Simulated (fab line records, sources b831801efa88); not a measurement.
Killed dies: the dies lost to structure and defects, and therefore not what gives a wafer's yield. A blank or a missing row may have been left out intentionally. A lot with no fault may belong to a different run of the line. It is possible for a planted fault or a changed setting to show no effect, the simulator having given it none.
Comparing a struck lot with a sound one :: flow gf180mcu :: 15 steps out of a route of 602
Sound: the wafers L869.2, L869.5, L869.6. Wafers struck: L859.3, L859.5, L859.6. Last of all comes the cause.
At each step with rows: each side's tool, then ch and its chambers, then its first start. Under that, the readings that differ: sound wafers :: struck wafers :: difference of the means :: sigmas: that difference in standard deviations of wafers without a fault.
alike: words and numbers the same on both sides, and readings whose means are apart by under 2 such deviations; not compared: readings that were withheld, readings missing a value for some wafer, numbers with overlapping values and no deviation given by the record, and bounds like >300 which may hide the same value.
A row with sigmas, a row that says differs or no value, or rows on one side alone: a step with any of these is where the two part. When numbers do not overlap yet have no deviation, they are printed without sigmas and do not part them. A reading missing from all wafers of one side parts the sides only when that side holds two or more wafers.

first, 1 step without rows for these wafers: GF_NSD_IMPLANT_10.
GF_NSD_STRIP_11: strips in O2/N2.
  sound on plasma-asher-01 ch 0,1, day 19 05:17; struck on plasma-asher-01 ch 0,1, day 15 15:46
  alike: drypump-motor-current-A, heater-power-w, n2-flow-sccm, oes-product-au, strip-time-to-endpoint-s
  not compared: rf-hours-counter-h
GF_NSD_TW_MEAS_12:
  sound on film-metro-04 at day 19 05:23; struck on film-metro-01 at day 15 15:51
  alike: NSD_TW
then, 7 steps without rows for these wafers: GF_PSD_DEHYDRATE_00 (time 60 s); GF_PSD_HMDS_01 (prime time 60 s); GF_PSD_COAT_02 (resist thk 1000 nm); GF_PSD_SOFTBAKE_03 (time 60 s); GF_PSD_EXPOSE_04 (exposes mask Pplus, target cd 400 nm); GF_PSD_PEB_05; GF_PSD_DEVELOP_06 (develop time 60 s).
GF_PSD_CD_MEAS_07 targets a cd of 400 nm.
  sound on cd-sem-01 at day 20 05:26; struck on cd-sem-01 at day 16 13:16
  alike: cd-nm
GF_PSD_OVL_MEAS_08:
  sound on overlay-01 at day 20 05:33; struck on overlay-02 at day 16 13:21
  alike: PSD_OVL
GF_PSD_IMPLANT_09:
  sound on implanter-01 ch 0, day 20 05:36; struck on implanter-01 ch 0, day 16 13:26
reading: tilt-deg (degrees)
sound: 7.000 7.006 7.005
struck: 6.460 6.473 6.457
difference: -0.540
sigmas: -30
  alike: dose-ions-cm2
GF_PSD_STRIP_10: strips in O2/N2.
  sound on plasma-asher-02 ch 0,1, day 20 05:44; struck on plasma-asher-03 ch 0,1, day 16 13:34
  alike: drypump-motor-current-A, heater-power-w, n2-flow-sccm, oes-product-au, strip-time-to-endpoint-s
  not compared: rf-hours-counter-h
GF_PASSIVATION_PROBE_99:
  rows exist in the record for the sound wafers here (prober-02, day 33 17:55), none for the struck ones

WHERE THEY PART
At GF_PSD_IMPLANT_09 first; at GF_PASSIVATION_PROBE_99 last (within this record only).

WHY: what the simulator had put in
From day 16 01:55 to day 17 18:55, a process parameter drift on implanter-01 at GF_PSD_IMPLANT_09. The setting tilt-deg was moved by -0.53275, starting from 7. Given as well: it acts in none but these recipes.
